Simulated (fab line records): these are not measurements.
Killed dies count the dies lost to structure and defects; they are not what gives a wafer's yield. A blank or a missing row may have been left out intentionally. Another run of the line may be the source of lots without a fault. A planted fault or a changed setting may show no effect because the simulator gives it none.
fab line records    flow sfq-line
record lots=6  wafers=18  last-day=80
route steps=325 shown L0V@17 M0@28 I0@43 M1@58 M8@325
lots with no fault: from the same line, run without faults
start-h: hours from the record's opening day to when the first of the lot's shown wafers began    wait-h: hours since the lot's step before    " repeats the value in the row above    L1.1+2: a single row standing in for several wafers    - no value, or no start was given    * or withheld: withheld    < > ~ a bound
route shown NAME@n: a module of which the file shows steps, and the number in the route of the first    usual: mean/standard deviation of fault-free wafers    same: alike in all rows    chamber/n: place in a boat    sites: each site's reading    _std_site: standard deviation of those values    _edge_site: mean of outer sites minus mean of inner sites    radius-mm: for every site, how far away it sits from the centre of the wafer    mask NAME#n: copy n    behind: the last tool/chamber to shape the wafer    hold: what put the lot on hold/how long, in hours/how the hold closed    device: the n, p or np transistor that did not switch    end of line: the same wafers' tests at the end of the route    a step given without rows: its recipe and nothing more    killed: dies lost to structure and defects at the first sort, not the wafer's yield    map: the dies of a wafer, with x for killed, . for not killed, _ for no die there
set.NAME: the setting as run; set.NAME@STEP: as run at that earlier step    model.NAME: the simulator's own value behind a step, which no gauge read
lots at selected steps of the route; one table per step, one row per wafer
services: from which hour (start-h, from the record's first day; less than 0 if before it) a tool's chamber was out of use, for how many hours, and why
## steps
# step SFQ_TRILAYER_L0_VIA_LITHO_COAT_018
# recipe resist=BARC  spin-rpm=3000  resist-thk-nm=62
# step SFQ_TRILAYER_L0_VIA_LITHO_COAT_013
# recipe resist=KrF  spin-rpm=3000  resist-thk-nm=650
# step SFQ_TRILAYER_L0_VIA_LITHO_SOFTBAKE_017
# recipe temp-c=withheld  time-s=withheld  resist=KrF
# step SFQ_TRILAYER_L0_VIA_LITHO_EXPOSE_014
# recipe mask-id=L0V  na=0.6  source-shape=conventional  sigma-outer=0.65  target-cd-nm=700  dose-mj=21.3
# step SFQ_TRILAYER_L0_VIA_LITHO_PEB_016
# recipe peb-temp-c=115  peb-time-s=60  resist=KrF
# step SFQ_TRILAYER_L0_VIA_LITHO_DEVELOP_015
# recipe time-s=60  resist=KrF
# step SFQ_L0V_OVL_MEAS_903
# usual L0V_OVL=4/5.9
lot.wafer  tool        chamber  start-h  wait-h  L0V_OVL[nm]
L967.3     overlay-01  -        138.59   0.1     17
L967.5     "           -        "        "       12
L967.6     "           -        "        "       17
L970.1     overlay-02  -        155.38   0.1     15
L970.2     "           -        "        "       8
L970.3     "           -        "        "       16
L973.2     overlay-02  -        169.78   0.1     0
L973.5     "           -        "        "       5
L973.6     "           -        "        "       0
L974.2     overlay-02  -        175.78   0.1     5
L974.3     "           -        "        "       3
L974.6     "           -        "        "       11
L980.1     overlay-02  -        215.01   0.1     4
L980.4     "           -        "        "       11
L980.6     "           -        "        "       10
L981.1     overlay-01  -        222.21   0.1     10
L981.3     "           -        "        "       8
L981.6     "           -        "        "       -3
# step SFQ_TRILAYER_L0_VIA_BARC_OPEN_VIA_ETCH_021
# recipe mask-material=PR  chemistry=O2  target-depth-nm=125  target=BARC  source-w=500  bias-w=80  pressure-mtorr=30  time-s=41.7
# usual drypump-motor-current-A=5.7/0.45  oes-product-au=0.685/0.0049
lot.wafer  tool         chamber  start-h  wait-h  drypump-motor-current-A  oes-product-au  rf-hours-counter-h
L967.3     rie-diel-01  0        138.61   0.0     5.6                      0.674           5
L967.5     "            3        "        "       6.2                      0.678           -
L967.6     "            2        "        "       5.8                      0.683           -
L970.1     rie-diel-03  1        155.41   0.0     5.4                      0.686           135
L970.2     "            0        "        "       4.8                      0.690           129
L970.3     "            3        "        "       5.8                      0.692           2
L973.2     rie-diel-03  1        169.81   0.0     5.5                      0.682           136
L973.5     "            2        "        "       5.7                      0.682           -
L973.6     "            1        "        "       5.4                      0.693           -
L974.2     rie-diel-04  3        175.81   0.0     5.3                      0.681           26
L974.3     "            2        "        "       6.0                      0.680           6
L974.6     "            0        "        "       5.7                      0.686           -
L980.1     rie-diel-03  3        215.04   0.0     5.9                      0.692           3
L980.4     "            0        "        "       4.8                      0.693           130
L980.6     "            2        "        "       5.7                      0.680           -
L981.1     rie-diel-01  1        222.24   0.0     5.8                      0.697           32
L981.3     "            3        "        "       6.2                      0.679           5
L981.6     "            3        "        "       6.2                      0.685           -
# step SFQ_TRILAYER_L0_VIA_ETCH_VIA_ETCH_016
# recipe target=SiO2  stop-on=MoNx_KI  mask-material=PR  chemistry=CHF3  target-depth-nm=80  source-w=500  bias-w=80  pressure-mtorr=30  time-s=withheld
# step SFQ_TRILAYER_L0_VIA_STRIP_STRIP_017
# recipe gas=O2  power-w=200  platen-temp-c=40  overash-fraction=0.65  chemistry=O2  pressure-mtorr=50
# usual drypump-motor-current-A=5.58/0.27  he-backside-leak-sccm=3.5/0.38  oes-product-au=0.998/0.013
lot.wafer  tool          chamber  start-h  wait-h  drypump-motor-current-A  he-backside-leak-sccm  oes-product-au  rf-hours-counter-h
L967.3     rie-metal-02  0        139.10   -       5.79                     3.7                    0.973           -
L967.5     "             0        "        "       5.73                     3.5                    0.970           -
L967.6     "             0        "        "       5.79                     3.8                    0.979           -
L970.1     rie-metal-02  1        155.50   -       5.95                     3.5                    0.998           0
L970.2     "             0        "        "       5.72                     3.5                    0.993           37
L970.3     "             1        "        "       5.95                     3.4                    0.993           -
L973.2     rie-metal-01  0        169.90   -       5.06                     3.3                    1.001           10
L973.5     "             0        "        "       5.06                     3.2                    1.005           -
L973.6     "             1        "        "       5.17                     3.5                    1.011           -
L974.2     rie-metal-02  0        175.90   -       5.77                     3.2                    0.988           41
L974.3     "             0        "        "       5.75                     3.3                    0.992           -
L974.6     "             0        "        "       5.79                     3.6                    0.993           -
L980.1     rie-metal-02  1        215.13   -       5.95                     3.3                    0.989           11
L980.4     "             0        "        "       5.74                     3.8                    0.988           -
L980.6     "             1        "        "       5.97                     3.3                    0.986           -
L981.1     rie-metal-02  1        222.33   -       5.94                     3.3                    0.976           12
L981.3     "             1        "        "       5.93                     3.2                    0.984           -
L981.6     "             0        "        "       5.74                     3.7                    0.987           -
# step SFQ_TRILAYER_L0_VIA_STRIP_SOLV_CLEAN_018
# recipe chemistry=NMP  temp-c=70  time-s=600
# step SFQ_TRILAYER_M0_DEP_PRE_CLEAN_020
# recipe gas=Ar  time-s=15  bias-v=250
# step SFQ_TRILAYER_M0_DEP_SPUTTER_019
# recipe material=Nb  base-pressure-pa=1.33e-06  chamber-pressure-pa=0.1333  substrate-temp-c=20  resputter-cathode-voltage-v=400  target-thk-nm=200  power-w=2000  time-s=133.3
# usual chamber-pressure-pa=0.13336/0.00025  resputter-cathode-voltage-v=400/4.1  throttle-valve-pct=30.8/0.73
lot.wafer  tool            chamber  start-h  wait-h  chamber-pressure-pa  resputter-cathode-voltage-v  throttle-valve-pct  model.Nb_of_TRILAYER_M0_DEP_SPUTTER_019.thk-nm
L967.3     pvd-sputter-04  -        140.11   0.0     0.13367              402                          30.6                199
L967.5     "               -        "        "       0.13335              410                          31.0                200.4
L967.6     "               -        "        "       0.13372              405                          30.2                199.3
L970.1     pvd-sputter-05  -        156.30   0.0     0.13303              401                          31.6                197.9
L970.2     "               -        "        "       0.13324              398                          30.4                199
L970.3     "               -        "        "       0.13319              398                          31.2                204.2
L973.2     pvd-sputter-05  -        170.70   0.0     0.13335              408                          30.1                107.1
L973.5     "               -        "        "       0.13359              400                          30.7                111.2
L973.6     "               -        "        "       0.13325              400                          31.6                109.5
L974.2     pvd-sputter-05  -        176.70   0.0     0.13325              399                          31.5                112.6
L974.3     "               -        "        "       0.13306              402                          31.1                116.1
L974.6     "               -        "        "       0.13316              402                          31.8                112.3
L980.1     pvd-sputter-04  -        216.11   0.0     0.13385              399                          30.7                201.8
L980.4     "               -        "        "       0.13327              402                          31.4                199
L980.6     "               -        "        "       0.13296              392                          30.1                197.2
L981.1     pvd-sputter-03  -        223.13   0.0     0.13375              400                          30.6                201.7
L981.3     "               -        "        "       0.13351              396                          28.9                205.7
L981.6     "               -        "        "       0.13306              403                          31.2                203.9
# step SFQ_M0_RS_MEAS_904
# recipe thk-meas-gauge=four-point-probe  reads=Nb_of_TRILAYER_M0_DEP_SPUTTER_019
# usual M0_NB_RS=0.887/0.011
lot.wafer  tool           chamber  start-h  wait-h  M0_NB_RS[ohm/sq]
L967.3     film-metro-03  -        140.25   0.1     0.897
L967.5     "              -        "        "       0.888
L967.6     "              -        "        "       0.893
L970.1     film-metro-01  -        156.39   0.0     0.900
L970.2     "              -        "        "       0.895
L970.3     "              -        "        "       0.871
L973.2     film-metro-03  -        170.81   0.1     1.680
L973.5     "              -        "        "       1.617
L973.6     "              -        "        "       1.640
L974.2     film-metro-04  -        176.81   0.1     1.593
L974.3     "              -        "        "       1.546
L974.6     "              -        "        "       1.600
L980.1     film-metro-04  -        216.20   0.0     0.882
L980.4     "              -        "        "       0.895
L980.6     "              -        "        "       0.903
L981.1     film-metro-01  -        223.22   0.0     0.882
L981.3     "              -        "        "       0.864
L981.6     "              -        "        "       0.874
# step SFQ_TRILAYER_M0_LITHO_COAT_026
# recipe resist=BARC  spin-rpm=3000  resist-thk-nm=62
# step SFQ_TRILAYER_M0_LITHO_COAT_021
# recipe resist=KrF  spin-rpm=3000  resist-thk-nm=600
# step SFQ_TRILAYER_M0_LITHO_SOFTBAKE_025
# recipe temp-c=withheld  time-s=withheld  resist=KrF
# step SFQ_TRILAYER_M0_LITHO_EXPOSE_022
# recipe mask-id=M0  na=0.6  source-shape=conventional  sigma-outer=0.65  target-cd-nm=500  dose-mj=14.4
# step SFQ_TRILAYER_M0_LITHO_PEB_024
# recipe peb-temp-c=115  peb-time-s=60  resist=KrF
# step SFQ_TRILAYER_M0_LITHO_DEVELOP_023
# recipe time-s=60  resist=KrF
# step SFQ_M0_OVL_MEAS_906
# usual M0_OVL=2/4.5
lot.wafer  tool        chamber  start-h  wait-h  M0_OVL[nm]
L967.3     overlay-01  -        201.96   0.1     3
L967.5     "           -        "        "       0
L967.6     "           -        "        "       -1
L970.1     overlay-02  -        221.15   0.1     15
L970.2     "           -        "        "       2
L970.3     "           -        "        "       10
L973.2     overlay-01  -        237.95   0.1     1
L973.5     "           -        "        "       5
L973.6     "           -        "        "       3
L974.2     overlay-02  -        243.95   0.1     3
L974.3     "           -        "        "       4
L974.6     "           -        "        "       5
L980.1     overlay-01  -        288.25   0.1     0
L980.4     "           -        "        "       5
L980.6     "           -        "        "       1
L981.1     overlay-01  -        299.05   0.1     5
L981.3     "           -        "        "       5
L981.6     "           -        "        "       3
# step SFQ_TRILAYER_M0_BARC_OPEN_METAL_ETCH_031
# recipe mask-material=PR  chemistry=O2  target-depth-nm=125  target=BARC  icp-w=600  bias-w=80  pressure-mtorr=10  time-s=41.7
# usual drypump-motor-current-A=5.4/0.39  he-backside-leak-sccm=3.50/0.22  oes-product-au=0.684/0.0049
lot.wafer  tool          chamber  start-h  wait-h  drypump-motor-current-A  he-backside-leak-sccm  oes-product-au  rf-hours-counter-h
L967.3     rie-metal-02  0        202.00   0.0     5.7                      3.55                   0.682           -
L967.5     "             0        "        "       5.7                      3.51                   0.688           -
L967.6     "             1        "        "       5.9                      3.38                   0.688           -
L970.1     rie-metal-03  1        221.18   0.0     5.4                      3.50                   0.692           116
L970.2     "             0        "        "       5.3                      3.65                   0.683           117
L970.3     "             1        "        "       5.4                      3.61                   0.686           -
L973.2     rie-metal-04  1        237.98   0.0     4.9                      3.62                   0.679           180
L973.5     "             0        "        "       5.1                      3.38                   0.689           -
L973.6     "             1        "        "       4.8                      3.83                   0.679           -
L974.2     rie-metal-04  1        243.98   0.0     4.8                      3.68                   0.678           181
L974.3     "             1        "        "       4.9                      3.82                   0.679           -
L974.6     "             0        "        "       5.1                      3.02                   0.691           -
L980.1     rie-metal-02  1        288.28   0.0     5.9                      3.34                   0.680           24
L980.4     "             1        "        "       5.9                      3.26                   0.681           -
L980.6     "             1        "        "       5.9                      3.34                   0.686           -
L981.1     rie-metal-03  1        299.08   0.0     5.4                      3.65                   0.685           133
L981.3     "             1        "        "       5.4                      3.57                   0.678           -
L981.6     "             0        "        "       5.3                      3.71                   0.679           -
# step SFQ_TRILAYER_M0_ETCH_METAL_ETCH_024
# recipe target=Nb  stop-on=SiO2  mask-material=PR  chemistry=Cl2/Ar  target-depth-nm=240  icp-w=600  bias-w=80  pressure-mtorr=10  time-s=120
# usual drypump-motor-current-A=5.4/0.39  he-backside-leak-sccm=3.47/0.21  oes-product-au=0.895/0.008
lot.wafer  tool          chamber  start-h  wait-h  drypump-motor-current-A  he-backside-leak-sccm  oes-product-au  rf-hours-counter-h
L967.3     rie-metal-02  0        202.08   0.1     5.7                      3.39                   0.895           -
L967.5     "             0        "        "       5.8                      3.44                   0.891           -
L967.6     "             1        "        "       5.9                      3.08                   0.895           -
L970.1     rie-metal-03  1        221.24   0.0     5.4                      3.49                   0.888           116
L970.2     "             0        "        "       5.3                      3.49                   0.901           117
L970.3     "             1        "        "       5.4                      3.48                   0.910           -
L973.2     rie-metal-04  1        238.04   0.0     4.8                      3.70                   0.652           180
L973.5     "             0        "        "       5.1                      3.27                   0.655           -
L973.6     "             1        "        "       4.8                      3.86                   0.652           -
L974.2     rie-metal-04  1        244.04   0.0     4.8                      3.73                   0.674           181
L974.3     "             1        "        "       4.9                      3.82                   0.671           -
L974.6     "             0        "        "       5.1                      3.31                   0.667           -
L980.1     rie-metal-02  1        288.34   0.0     5.9                      3.17                   0.893           24
L980.4     "             1        "        "       5.9                      3.24                   0.904           -
L980.6     "             1        "        "       6.0                      3.41                   0.882           -
L981.1     rie-metal-03  1        299.14   0.0     5.4                      3.42                   0.899           133
L981.3     "             1        "        "       5.4                      3.44                   0.911           -
L981.6     "             0        "        "       5.3                      3.78                   0.910           -
# step SFQ_TRILAYER_M0_STRIP_STRIP_025
# recipe gas=O2  power-w=200  platen-temp-c=40  overash-fraction=0.65  chemistry=O2  pressure-mtorr=50
# usual drypump-motor-current-A=5.4/0.39  he-backside-leak-sccm=3.45/0.24  oes-product-au=1.000/0.011
lot.wafer  tool          chamber  start-h  wait-h  drypump-motor-current-A  he-backside-leak-sccm  oes-product-au  rf-hours-counter-h
L967.3     rie-metal-02  0        202.37   0.2     5.7                      3.67                   0.978           -
L967.5     "             0        "        "       5.7                      3.66                   0.981           -
L967.6     "             1        "        "       5.9                      3.32                   0.989           -
L970.1     rie-metal-03  1        221.37   0.1     5.4                      3.63                   1.004           116
L970.2     "             0        "        "       5.3                      3.56                   1.007           117
L970.3     "             1        "        "       5.4                      3.53                   1.001           -
L973.2     rie-metal-04  1        238.17   0.1     4.8                      3.49                   1.010           180
L973.5     "             0        "        "       5.1                      3.25                   1.010           -
L973.6     "             1        "        "       4.8                      3.66                   1.002           -
L974.2     rie-metal-04  1        244.17   0.1     4.8                      3.53                   1.005           181
L974.3     "             1        "        "       4.9                      3.72                   1.008           -
L974.6     "             0        "        "       5.1                      3.37                   1.014           -
L980.1     rie-metal-02  1        288.47   0.1     5.9                      3.15                   0.984           24
L980.4     "             1        "        "       5.9                      3.42                   0.998           -
L980.6     "             1        "        "       5.9                      3.28                   0.983           -
L981.1     rie-metal-03  1        299.27   0.1     5.4                      3.49                   1.004           133
L981.3     "             1        "        "       5.4                      3.69                   0.996           -
L981.6     "             0        "        "       5.3                      3.33                   1.007           -
# step SFQ_TRILAYER_M0_STRIP_SOLV_CLEAN_026
# recipe chemistry=NMP  temp-c=70  time-s=600
# step SFQ_TRILAYER_I0_DEP_PECVD_027
# recipe material=SiO2  temp-c=150  time-s=111.11  pressure-torr=2.4  rf-w=183.3  precursor=SiH4/N2O  target-thk-nm=500
# step SFQ_TRILAYER_I0_CMP_CMP_028
# recipe material=SiO2  down-force-psi=3  platen-rpm=60  pad-velocity-m-s=0.94248
# step SFQ_I0_BOW_MEAS_907
# recipe mode=bow
# usual I0_BOW=3/7.2
lot.wafer  tool           chamber  start-h  wait-h  I0_BOW[um]
L967.3     film-metro-01  -        210.12   1.5     11
L967.5     "              -        "        "       -6
L967.6     "              -        "        "       -1
L970.1     film-metro-03  -        234.08   1.0     0
L970.2     "              -        "        "       7
L970.3     "              -        "        "       4
L973.2     film-metro-03  -        250.30   1.0     1
L973.5     "              -        "        "       -3
L973.6     "              -        "        "       -4
L974.2     film-metro-02  -        253.30   1.5     9
L974.3     "              -        "        "       13
L974.6     "              -        "        "       2
L980.1     film-metro-01  -        296.98   2.0     5
L980.4     "              -        "        "       -12
L980.6     "              -        "        "       2
L981.1     film-metro-03  -        308.98   2.5     6
L981.3     "              -        "        "       2
L981.6     "              -        "        "       -7
# step SFQ_TRILAYER_I0_METRO_MEASURE_029
# step SFQ_TRILAYER_I0_VIA_LITHO_COAT_036
# recipe resist=BARC  spin-rpm=3000  resist-thk-nm=62
# step SFQ_TRILAYER_I0_VIA_LITHO_COAT_031
# recipe resist=KrF  spin-rpm=3000  resist-thk-nm=650
# step SFQ_TRILAYER_I0_VIA_LITHO_SOFTBAKE_035
# recipe temp-c=withheld  time-s=withheld  resist=KrF
# step SFQ_TRILAYER_I0_VIA_LITHO_EXPOSE_032
# recipe mask-id=I0  na=0.6  source-shape=conventional  sigma-outer=0.65  target-cd-nm=500  dose-mj=21.3
# step SFQ_TRILAYER_I0_VIA_LITHO_PEB_034
# recipe peb-temp-c=115  peb-time-s=60  resist=KrF
# step SFQ_TRILAYER_I0_VIA_LITHO_DEVELOP_033
# recipe time-s=60  resist=KrF
# step SFQ_I0_OVL_MEAS_908
# usual I0_OVL=0/6.7
lot.wafer  tool        chamber  start-h  wait-h  I0_OVL[nm]
L967.3     overlay-02  -        262.92   0.1     2
L967.5     "           -        "        "       3
L967.6     "           -        "        "       0
L970.1     overlay-02  -        291.21   0.1     -1
L970.2     "           -        "        "       0
L970.3     "           -        "        "       -3
L973.2     overlay-01  -        304.42   0.1     1
L973.5     "           -        "        "       7
L973.6     "           -        "        "       5
L974.2     overlay-01  -        309.22   0.1     -4
L974.3     "           -        "        "       -7
L974.6     "           -        "        "       -2
L980.1     overlay-01  -        358.41   0.1     7
L980.4     "           -        "        "       3
L980.6     "           -        "        "       -1
L981.1     overlay-02  -        369.21   0.1     -5
L981.3     "           -        "        "       -8
L981.6     "           -        "        "       1
# step SFQ_TRILAYER_I0_VIA_BARC_OPEN_VIA_ETCH_046
# recipe mask-material=PR  chemistry=O2  target-depth-nm=125  target=BARC  source-w=500  bias-w=80  pressure-mtorr=30  time-s=41.7
# step SFQ_TRILAYER_I0_VIA_ETCH_VIA_ETCH_034
# recipe target=SiO2  stop-on=Nb  mask-material=PR  taper-deg=20  chemistry=CHF3  target-depth-nm=260  source-w=500  bias-w=80  pressure-mtorr=30  time-s=withheld
# step SFQ_TRILAYER_I0_VIA_STRIP_STRIP_035
# recipe gas=O2  power-w=200  platen-temp-c=40  overash-fraction=0.65  chemistry=O2  pressure-mtorr=50
# usual drypump-motor-current-A=5.3/0.39  he-backside-leak-sccm=3.5/0.31  oes-product-au=1.005/0.014
lot.wafer  tool          chamber  start-h  wait-h  drypump-motor-current-A  he-backside-leak-sccm  oes-product-au  rf-hours-counter-h
L967.3     rie-metal-01  0        263.30   -       5.1                      3.5                    1.013           -
L967.5     "             1        "        "       5.2                      3.7                    1.034           -
L967.6     "             0        "        "       5.1                      3.6                    1.008           -
L970.1     rie-metal-02  1        291.40   -       5.9                      3.4                    0.988           25
L970.2     "             0        "        "       5.7                      3.6                    0.999           62
L970.3     "             0        "        "       5.7                      3.3                    1.004           -
L973.2     rie-metal-01  0        304.80   -       5.1                      2.9                    1.016           -
L973.5     "             0        "        "       5.1                      3.1                    1.018           -
L973.6     "             0        "        "       5.1                      3.1                    1.014           -
L974.2     rie-metal-01  1        309.40   -       5.2                      3.6                    1.020           0
L974.3     "             1        "        "       5.2                      3.5                    1.033           -
L974.6     "             1        "        "       5.2                      3.6                    1.030           -
L980.1     rie-metal-02  1        358.60   -       5.9                      3.4                    0.998           38
L980.4     "             1        "        "       5.9                      3.4                    0.995           -
L980.6     "             1        "        "       6.0                      3.4                    1.006           -
L981.1     rie-metal-01  1        369.40   -       5.2                      3.1                    1.034           12
L981.3     "             1        "        "       5.2                      3.3                    1.025           -
L981.6     "             1        "        "       5.2                      3.4                    1.029           -
# step SFQ_TRILAYER_I0_VIA_STRIP_SOLV_CLEAN_036
# recipe chemistry=NMP  temp-c=70  time-s=600
# step SFQ_TRILAYER_M1_DEP_PRE_CLEAN_038
# recipe gas=Ar  time-s=22.5  bias-v=250
# step SFQ_M8_BOW_MEAS_951
# recipe mode=bow
# usual M8_BOW=12/12
lot.wafer  tool           chamber  start-h  wait-h  M8_BOW[um]  model.etest.m0.ohm-um  model.etest.m0.ohm-sq  model.etest.i0.link-ohm
L967.3     film-metro-01  -        1855.06  0.0     24          1.79                   0.8947                 1.956
L967.5     "              -        "        "       5           1.779                  0.8883                 1.956
L967.6     "              -        "        "       10          1.792                  0.8932                 1.959
L970.1     film-metro-03  -        1876.62  0.0     -2          1.814                  0.8994                 1.961
L970.2     "              -        "        "       6           1.801                  0.8945                 1.968
L970.3     "              -        "        "       1           1.751                  0.8716                 1.911
L973.2     film-metro-03  -        1883.84  0.0     -1          3.331                  1.663                  2.763
L973.5     "              -        "        "       -4          3.202                  1.601                  2.695
L973.6     "              -        "        "       -6          3.275                  1.626                  2.717
L974.2     film-metro-01  -        1886.24  0.0     27          3.189                  1.581                  2.669
L974.3     "              -        "        "       33          3.09                   1.533                  2.636
L974.6     "              -        "        "       21          3.168                  1.585                  2.679
L980.1     film-metro-03  -        1903.02  0.0     26          1.762                  0.8822                 1.939
L980.4     "              -        "        "       10          1.785                  0.8945                 1.944
L980.6     "              -        "        "       22          1.81                   0.9028                 1.962
L981.1     film-metro-02  -        1910.22  0.0     19          1.758                  0.8826                 1.958
L981.3     "              -        "        "       15          1.731                  0.8654                 1.941
L981.6     "              -        "        "       6           1.755                  0.8733                 1.955
## services
tool            chamber  start-h  hours  kind
rie-diel-01     0        120.74   9.9    repair
rie-diel-01     2        126.44   3.2    repair
rie-diel-04     1        128.12   5.8    repair
pvd-sputter-03  -        129.78   9.5    repair
rie-diel-01     -        144.70   14.6   pm
rie-diel-01     -        159.30   28.1   pm
rie-diel-03     3        197.38   3.5    repair
rie-diel-01     2        197.68   5.5    repair
rie-metal-02    -        204.99   0.6    repair
rie-diel-04     -        212.85   0.2    repair
rie-diel-01     2        221.56   17.7   repair
pvd-sputter-04  -        231.56   3.4    repair
rie-metal-01    -        240.89   0.2    repair
rie-metal-04    -        271.44   0.1    repair
rie-metal-01    -        272.29   15.6   pm
rie-diel-03     -        277.26   2.8    pm
pvd-sputter-05  -        300.49   0.5    repair
pvd-sputter-04  -        313.71   4.9    repair
pvd-sputter-05  -        313.81   3.9    repair
rie-metal-03    -        325.92   2.1    repair
rie-diel-01     -        329.13   1.2    repair
rie-metal-03    -        355.40   0.2    repair
rie-diel-03     3        356.66   2.7    repair
rie-metal-01    0        366.49   22.1   repair
## key
first-sign step=SFQ_M0_RS_MEAS_904  reading=M0_NB_RS  direction=up  sigmas=66  usual=0.887  struck=1.613
effect step=SFQ_TRILAYER_M0_ETCH_METAL_ETCH_024  reading=oes-product-au  direction=down  sigmas=29  usual=0.895  struck=0.662
model-effect step=SFQ_TRILAYER_M0_DEP_SPUTTER_019  value=Nb_of_TRILAYER_M0_DEP_SPUTTER_019.thk-nm  without=200.9  struck=111.5
model-effect step=SFQ_M8_BOW_MEAS_951  value=etest.m0.ohm-um  without=1.779  struck=3.209
met-at SFQ_TRILAYER_M0_DEP_SPUTTER_019
struck-wafers L973.2,L973.5,L973.6,L974.2,L974.3,L974.6
onset-between 156.30 170.70
fault kind=process-parameter-drift  tool=pvd-sputter-05  chamber=-  onset-h=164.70  steps=SFQ_TRILAYER_M0_DEP_SPUTTER_019  channel=target-thk-nm  offset=-89.493  shape=step  end-h=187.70  acts-in=these-recipes-only  stated=200
